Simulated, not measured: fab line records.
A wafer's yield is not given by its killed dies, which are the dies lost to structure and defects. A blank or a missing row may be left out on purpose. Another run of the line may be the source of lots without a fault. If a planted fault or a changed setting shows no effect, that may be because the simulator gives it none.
The tool behind it: which one? :: flow gf180mcu :: 33 wafers from 11 lots sampled at 4 of the route's 602 steps

== WHAT EACH GAUGE READ, for each wafer ==
GF_VT_IMPLANT_OVL_MEAS_29. Usual: VT_IMPLANT_02_OVL typically reads -0.6 nm, with standard deviation 1.2.
lot: L199
measured: day 7 02:52
on: overlay-02
VT_IMPLANT_02_OVL (nm): -0.4 1.5 -2.0
flag: 

lot: L201
measured: day 7 17:04
on: overlay-02
VT_IMPLANT_02_OVL (nm): -0.5 -2.4 -0.9
flag: 

lot: L203
measured: day 8 05:46
on: overlay-02
VT_IMPLANT_02_OVL (nm): -0.1 -0.9 -2.0
flag: 

lot: L205
measured: day 8 19:43
on: overlay-02
VT_IMPLANT_02_OVL (nm): -1.1 0.1 0.3
flag: 

lot: L207
measured: day 9 11:38
on: overlay-01
VT_IMPLANT_02_OVL (nm): -0.6 0.5 -1.3
flag: 

lot: L208
measured: day 9 19:04
on: overlay-02
VT_IMPLANT_02_OVL (nm): -0.7 1.3 -1.0
flag: 

lot: L211
measured: day 10 13:46
on: overlay-02
VT_IMPLANT_02_OVL (nm): 1.7 0.2 -0.8
flag: 

lot: L212
measured: day 10 22:07
on: overlay-02
VT_IMPLANT_02_OVL (nm): -0.6 1.0 -1.1
flag: 

lot: L213
measured: day 10 23:10
on: overlay-02
VT_IMPLANT_02_OVL (nm): 0.6 -0.8 -0.6
flag: 

lot: L214
measured: day 11 05:46
on: overlay-01
VT_IMPLANT_02_OVL (nm): -2.3 -0.9 -1.9
flag: 

lot: L219
measured: day 12 16:47
on: overlay-02
VT_IMPLANT_02_OVL (nm): 1.1 0.2 0.1
flag: 

GF_DUAL_GATE_THK_MEAS_03. Usual: DUAL_GATE_OXIDATION_00_THK typically reads 10.78 nm, with standard deviation 0.21.
lot: L199
measured: day 7 23:55
on: filmMetro-01
DUAL_GATE_OXIDATION_00_THK (nm): 10.69 10.62 10.69
flag: 

lot: L201
measured: day 8 11:41
on: filmMetro-01
DUAL_GATE_OXIDATION_00_THK (nm): 11.05 11.27 11.21
flag: 

lot: L203
measured: day 9 01:19
on: filmMetro-04
DUAL_GATE_OXIDATION_00_THK (nm): 10.68 10.85 10.48
flag: 

lot: L205
measured: day 9 15:59
on: filmMetro-04
DUAL_GATE_OXIDATION_00_THK (nm): 10.88 10.77 11.05
flag: 

lot: L207
measured: day 10 08:10
on: filmMetro-02
DUAL_GATE_OXIDATION_00_THK (nm): 11.16 11.03 11.03
flag: 

lot: L208
measured: day 10 16:05
on: filmMetro-02
DUAL_GATE_OXIDATION_00_THK (nm): 10.82 10.80 10.85
flag: 

lot: L211
measured: day 11 12:09
on: filmMetro-04
DUAL_GATE_OXIDATION_00_THK (nm): 10.97 11.05 10.96
flag: 

lot: L212
measured: day 11 19:10
on: filmMetro-01
DUAL_GATE_OXIDATION_00_THK (nm): 12.44 12.47 12.36
flag: OFF

lot: L213
measured: day 11 20:41
on: filmMetro-01
DUAL_GATE_OXIDATION_00_THK (nm): 12.47 12.60 12.52
flag: OFF

lot: L214
measured: day 12 03:58
on: filmMetro-04
DUAL_GATE_OXIDATION_00_THK (nm): 12.50 12.56 12.63
flag: OFF

lot: L219
measured: day 13 15:37
on: filmMetro-01
DUAL_GATE_OXIDATION_00_THK (nm): 10.59 10.96 10.83
flag: 

== EACH LOT AND THE TOOL THAT RAN IT (in order: tool; ch and the chambers of the sampled wafers; start) ==
lot: L199
GF_VT_IMPLANT_STRIP_42: plasmaAsher-01 ch 0,1, day 7 19:27
GF_DUAL_GATE_OXIDATION_02: furnace-02 ch 0, day 7 22:27

lot: L201
GF_VT_IMPLANT_STRIP_42: plasmaAsher-04 ch 0,1, day 8 09:14
GF_DUAL_GATE_OXIDATION_02: furnace-02 ch 0, day 8 10:14

lot: L203
GF_VT_IMPLANT_STRIP_42: plasmaAsher-02 ch 0,1, day 8 22:26
GF_DUAL_GATE_OXIDATION_02: furnace-02 ch 0, day 8 23:53

lot: L205
GF_VT_IMPLANT_STRIP_42: plasmaAsher-02 ch 0,1, day 9 13:33
GF_DUAL_GATE_OXIDATION_02: furnace-02 ch 0, day 9 14:31

lot: L207
GF_VT_IMPLANT_STRIP_42: plasmaAsher-02 ch 0,1, day 10 05:45
GF_DUAL_GATE_OXIDATION_02: furnace-02 ch 0, day 10 06:43

lot: L208
GF_VT_IMPLANT_STRIP_42: plasmaAsher-01 ch 1, day 10 13:12
GF_DUAL_GATE_OXIDATION_02: furnace-02 ch 0, day 10 14:39

lot: L211
GF_VT_IMPLANT_STRIP_42: plasmaAsher-02 ch 0,1, day 11 08:38
GF_DUAL_GATE_OXIDATION_02: furnace-01 ch 0, day 11 10:43

lot: L212
GF_VT_IMPLANT_STRIP_42: plasmaAsher-04 ch 0,1, day 11 16:45
GF_DUAL_GATE_OXIDATION_02: furnace-02 ch 0, day 11 17:43

lot: L213
GF_VT_IMPLANT_STRIP_42: plasmaAsher-04 ch 0, day 11 18:15
GF_DUAL_GATE_OXIDATION_02: furnace-02 ch 0, day 11 19:13

lot: L214
GF_VT_IMPLANT_STRIP_42: plasmaAsher-04 ch 0,1, day 12 00:41
GF_DUAL_GATE_OXIDATION_02: furnace-02 ch 0, day 12 02:31

lot: L219
GF_VT_IMPLANT_STRIP_42: plasmaAsher-04 ch 0,1, day 13 12:53
GF_DUAL_GATE_OXIDATION_02: furnace-01 ch 0, day 13 14:10
- GF_VT_IMPLANT_STRIP_42: strips in O2/N2.
- GF_DUAL_GATE_OXIDATION_02: stabilise 600 s, purge 300 s, target thk 10.887 nm.

== WHAT THE TOOLS THEMSELVES READ (means of the sampled wafers that have a number; where no wafer has one, the mark that the record gives instead) ==
GF_VT_IMPLANT_STRIP_42. Usual: drypumpMotorCurrentA 5.66 A, standard deviation 0.27; heaterPowerW 322 W, standard deviation 35; oesProductAu 0.716 a.u., standard deviation 0.0048; stripTimeToEndpointS 12.62 s, standard deviation 0.039.
lot: L199
tool: plasmaAsher-01
drypumpMotorCurrentA (A): 5.51
heaterPowerW (W): 343
oesProductAu (a.u.): 0.713
stripTimeToEndpointS (s): 12.64
flag: 

lot: L201
tool: plasmaAsher-04
drypumpMotorCurrentA (A): 5.55
heaterPowerW (W): 301
oesProductAu (a.u.): 0.716
stripTimeToEndpointS (s): 12.68
flag: 

lot: L203
tool: plasmaAsher-02
drypumpMotorCurrentA (A): 6.00
heaterPowerW (W): 350
oesProductAu (a.u.): 0.716
stripTimeToEndpointS (s): 12.69
flag: 

lot: L205
tool: plasmaAsher-02
drypumpMotorCurrentA (A): 5.99
heaterPowerW (W): 357
oesProductAu (a.u.): 0.717
stripTimeToEndpointS (s): 12.60
flag: 

lot: L207
tool: plasmaAsher-02
drypumpMotorCurrentA (A): 5.98
heaterPowerW (W): 340
oesProductAu (a.u.): 0.717
stripTimeToEndpointS (s): 12.59
flag: 

lot: L208
tool: plasmaAsher-01
drypumpMotorCurrentA (A): 5.49
heaterPowerW (W): 375
oesProductAu (a.u.): 0.716
stripTimeToEndpointS (s): 12.66
flag: 

lot: L211
tool: plasmaAsher-02
drypumpMotorCurrentA (A): 6.01
heaterPowerW (W): 356
oesProductAu (a.u.): 0.715
stripTimeToEndpointS (s): 12.57
flag: 

lot: L212
tool: plasmaAsher-04
drypumpMotorCurrentA (A): 5.40
heaterPowerW (W): 292
oesProductAu (a.u.): 0.715
stripTimeToEndpointS (s): 12.65
flag: 

lot: L213
tool: plasmaAsher-04
drypumpMotorCurrentA (A): 5.67
heaterPowerW (W): 311
oesProductAu (a.u.): 0.719
stripTimeToEndpointS (s): 12.55
flag: 

lot: L214
tool: plasmaAsher-04
drypumpMotorCurrentA (A): 5.40
heaterPowerW (W): 285
oesProductAu (a.u.): 0.719
stripTimeToEndpointS (s): 12.64
flag: 

lot: L219
tool: plasmaAsher-04
drypumpMotorCurrentA (A): 5.55
heaterPowerW (W): 293
oesProductAu (a.u.): 0.715
stripTimeToEndpointS (s): 12.57
flag: 

GF_DUAL_GATE_OXIDATION_02. Usual: spikeTcBottomC 917.9 C, standard deviation 2.5; spikeTcCentreC 899.6 C, standard deviation 1.2; spikeTcLowerC 900.0 C, standard deviation 1; spikeTcTopC 913.9 C, standard deviation 1.4; spikeTcUpperC 900.4 C, standard deviation 1.1; tubeCenterTempC 900 C, standard deviation 0.079; tube_center_temp_C_max 902.3, standard deviation 0.36; zonePowerBottomPct 29.9 %, standard deviation 0.45.
lot: L199
tool: furnace-02
spikeTcBottomC (C): 917.3
spikeTcCentreC (C): 899.8
spikeTcLowerC (C): 899.4
spikeTcTopC (C): 914.8
spikeTcUpperC (C): 899.8
tubeCenterTempC (C): 900
tube_center_temp_C_max: 902.5
zonePowerBottomPct (%): 30.2
flag: 

lot: L201
tool: furnace-02
spikeTcBottomC (C): 915.9
spikeTcCentreC (C): 898.4
spikeTcLowerC (C): 900.0
spikeTcTopC (C): 914.3
spikeTcUpperC (C): 899.3
tubeCenterTempC (C): 900
tube_center_temp_C_max: 902.4
zonePowerBottomPct (%): 30.3
flag: 

lot: L203
tool: furnace-02
spikeTcBottomC (C): 916.6
spikeTcCentreC (C): 898.7
spikeTcLowerC (C): 900.6
spikeTcTopC (C): 914.0
spikeTcUpperC (C): 901.0
tubeCenterTempC (C): 900
tube_center_temp_C_max: 902.4
zonePowerBottomPct (%): 29.9
flag: 

lot: L205
tool: furnace-02
spikeTcBottomC (C): 917.1
spikeTcCentreC (C): 898.9
spikeTcLowerC (C): 900.0
spikeTcTopC (C): 914.7
spikeTcUpperC (C): 899.3
tubeCenterTempC (C): 900
tube_center_temp_C_max: 902.2
zonePowerBottomPct (%): 30.1
flag: 

lot: L207
tool: furnace-02
spikeTcBottomC (C): 917.4
spikeTcCentreC (C): 898.7
spikeTcLowerC (C): 899.9
spikeTcTopC (C): 913.7
spikeTcUpperC (C): 900.1
tubeCenterTempC (C): 900
tube_center_temp_C_max: 902.5
zonePowerBottomPct (%): 30.3
flag: 

lot: L208
tool: furnace-02
spikeTcBottomC (C): 916.2
spikeTcCentreC (C): 898.2
spikeTcLowerC (C): 900.2
spikeTcTopC (C): 915.5
spikeTcUpperC (C): 900.5
tubeCenterTempC (C): 900
tube_center_temp_C_max: 901.9
zonePowerBottomPct (%): 30.0
flag: 

lot: L211
tool: furnace-01
spikeTcBottomC (C): 920.6
spikeTcCentreC (C): 900.9
spikeTcLowerC (C): 899.0
spikeTcTopC (C): 913.2
spikeTcUpperC (C): 901.4
tubeCenterTempC (C): 900
tube_center_temp_C_max: 902.7
zonePowerBottomPct (%): 29.2
flag: 

lot: L212
tool: furnace-02
spikeTcBottomC (C): 932.1
spikeTcCentreC (C): 914.8
spikeTcLowerC (C): 916.0
spikeTcTopC (C): 930.9
spikeTcUpperC (C): 917.2
tubeCenterTempC (C): 916
tube_center_temp_C_max: 917.4
zonePowerBottomPct (%): 31.3
flag: OFF

lot: L213
tool: furnace-02
spikeTcBottomC (C): 932.1
spikeTcCentreC (C): 915.4
spikeTcLowerC (C): 916.1
spikeTcTopC (C): 930.4
spikeTcUpperC (C): 916.1
tubeCenterTempC (C): 916
tube_center_temp_C_max: 918.1
zonePowerBottomPct (%): 31.6
flag: OFF

lot: L214
tool: furnace-02
spikeTcBottomC (C): 932.3
spikeTcCentreC (C): 915.2
spikeTcLowerC (C): 914.8
spikeTcTopC (C): 929.2
spikeTcUpperC (C): 916.4
tubeCenterTempC (C): 916
tube_center_temp_C_max: 918.0
zonePowerBottomPct (%): 31.7
flag: OFF

lot: L219
tool: furnace-01
spikeTcBottomC (C): 921.3
spikeTcCentreC (C): 900.8
spikeTcLowerC (C): 899.7
spikeTcTopC (C): 912.4
spikeTcUpperC (C): 900.8
tubeCenterTempC (C): 900
tube_center_temp_C_max: 902.1
zonePowerBottomPct (%): 29.6
flag: 

== THE ANSWER, worked out from the rows above alone ==
Rule: take the mean of a lot's wafers that have a number; if it is more than 3 standard deviations from the usual mean, the lot is off. A lot without any number at a reading at which 4 lots or more have one is off too. The other lots that the step has rows for count as sound. First the gauges in route order, then the tools' own readings, where a lot's mean is used as printed above. The first step at which some lot is off is used, and at that step the reading that is off furthest; a lot without a number counts as furthest.
Off: L212, L213, L214, at GF_DUAL_GATE_THK_MEAS_03 (DUAL_GATE_OXIDATION_00_THK).
A tool fits if, at a process step before that reading, it ran every lot that is off, and no sound lot after the first of them. The gauges at GF_DUAL_GATE_THK_MEAS_03 aren't tried: what is off there is off at GF_DUAL_GATE_OXIDATION_02 too, on other tools, and a gauge's error can't cause that. One fits: furnace-02 at GF_DUAL_GATE_OXIDATION_02. A fault onset in the window from L208 (day 10 14:39, its last sound lot) to L212 (day 11 17:43, its first lot off) fits.
The tool's own readings at GF_DUAL_GATE_OXIDATION_02 bear it out: on the lots that are off they differ by more than 5 times the standard deviation of the sound lots' means. spikeTcBottomC reads 932.2 C there against 917.8 C on the sound lots; spikeTcCentreC reads 915.1 C there against 899.3 C on the sound lots; spikeTcLowerC reads 915.6 C there against 899.9 C on the sound lots; spikeTcTopC reads 930.2 C there against 914.1 C on the sound lots; spikeTcUpperC reads 916.6 C there against 900.3 C on the sound lots; tubeCenterTempC reads 916 C there against 900 C on the sound lots; tube_center_temp_C_max reads 917.8 there against 902.3 on the sound lots.

== WHAT HAD BEEN PUT IN BY THE SIMULATOR ==
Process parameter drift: furnace-02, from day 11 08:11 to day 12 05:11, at GF_DUAL_GATE_OXIDATION_02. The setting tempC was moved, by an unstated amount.
Struck lots among those shown: L212, L213, L214. The same result came from the rule above.
